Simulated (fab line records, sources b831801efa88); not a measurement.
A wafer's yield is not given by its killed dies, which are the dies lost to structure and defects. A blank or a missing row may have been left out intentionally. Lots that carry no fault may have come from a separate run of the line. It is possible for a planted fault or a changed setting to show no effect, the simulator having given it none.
Which tool was responsible? | flow sky130 | Sampling: 10 lots, 30 wafers, 3 of 708 route steps

== WHAT EACH GAUGE READ, for each wafer ==
SKY_LDD_LDN_OVL_MEAS_07.
lot  | measured     | on         | LDD_LDN_OVL (nm)
L337 | day 22 19:13 | overlay-02 | 0.7 -0.1 1.4
L342 | day 25 10:14 | overlay-02 | -2.1 -0.6 0.8
L345 | day 25 20:50 | overlay-02 | -2.1 -1.3 -0.3
L347 | day 26 22:49 | overlay-02 | 0.1 0.2 0.6
L348 | day 27 04:06 | overlay-01 | 0.7 2.2 1.4
L350 | day 27 20:46 | overlay-02 | -0.4 -1.2 1.3
L349 | day 27 21:00 | overlay-02 | - - -
L354 | day 29 16:05 | overlay-02 | 0.8 -0.2 2.2
L355 | day 29 18:30 | overlay-02 | 2.0 -0.5 1.3
L359 | day 30 15:50 | overlay-01 | 0.3 2.3 4.3

== EACH LOT AND THE TOOL THAT RAN IT (in order: tool; ch and the chambers of the sampled wafers; start) ==
lot  | SKY_LDD_HVP_STRIP_09                | SKY_LDD_LDN_EXPOSE_04
L337 | plasmaAsher-04 ch 0,1, day 21 13:31 | ilineStepper-02 ch 0, day 22 04:27
L342 | plasmaAsher-02 ch 0,1, day 24 05:45 | ilineStepper-02 ch 0, day 24 20:35
L345 | plasmaAsher-04 ch 0,1, day 24 16:03 | ilineStepper-01 ch 0, day 25 06:59
L347 | plasmaAsher-04 ch 0,1, day 25 18:12 | ilineStepper-01 ch 0, day 26 08:56
L348 | plasmaAsher-03 ch 0,1, day 25 23:26 | ilineStepper-02 ch 0, day 26 14:12
L350 | plasmaAsher-02 ch 0,1, day 26 15:59 | ilineStepper-01 ch 0, day 27 06:21
L349 | plasmaAsher-03 ch 0,1, day 26 16:15 | ilineStepper-02 ch 0, day 27 06:35
L354 | plasmaAsher-04 ch 0,1, day 28 11:51 | ilineStepper-02 ch 0, day 29 03:14
L355 | plasmaAsher-02 ch 0,1, day 28 14:57 | ilineStepper-02 ch 0, day 29 05:23
L359 | plasmaAsher-03 ch 0,1, day 29 12:06 | ilineStepper-02 ch 0, day 30 02:25
- SKY_LDD_HVP_STRIP_09: strips in O2/N2.
- SKY_LDD_LDN_EXPOSE_04: exposes mask LDNTM, target cd 700 nm.

== THE ANSWER, worked out from the rows above alone ==
Rule: what is usual is taken from the lots themselves. The widest of any qualifying gaps counts: lots, ordered by their means at a reading, are off when they make up no more than a third of the lots, leave a main group of 4 or more, and stand apart from it by 3 or more times the standard deviation of that group's means. A main group is skipped when, at the precision printed for the reading in the tables above, its means are all equal. Also off: a lot with no number at a reading for which 4 or more lots have one. The other lots that the step has rows for count as sound.
Off: L349, at SKY_LDD_LDN_OVL_MEAS_07 (LDD_LDN_OVL). Without a number there: L349. The main group has a mean of 0.5 nm with a standard deviation of 1.
A tool fits if, at a process step before that reading, it ran every lot that is off, and no sound lot after the first of them. Gauges at SKY_LDD_LDN_OVL_MEAS_07: tried the same way as those tools. Of those tried, none fits.

== WHAT THE SIMULATOR PUT IN ==
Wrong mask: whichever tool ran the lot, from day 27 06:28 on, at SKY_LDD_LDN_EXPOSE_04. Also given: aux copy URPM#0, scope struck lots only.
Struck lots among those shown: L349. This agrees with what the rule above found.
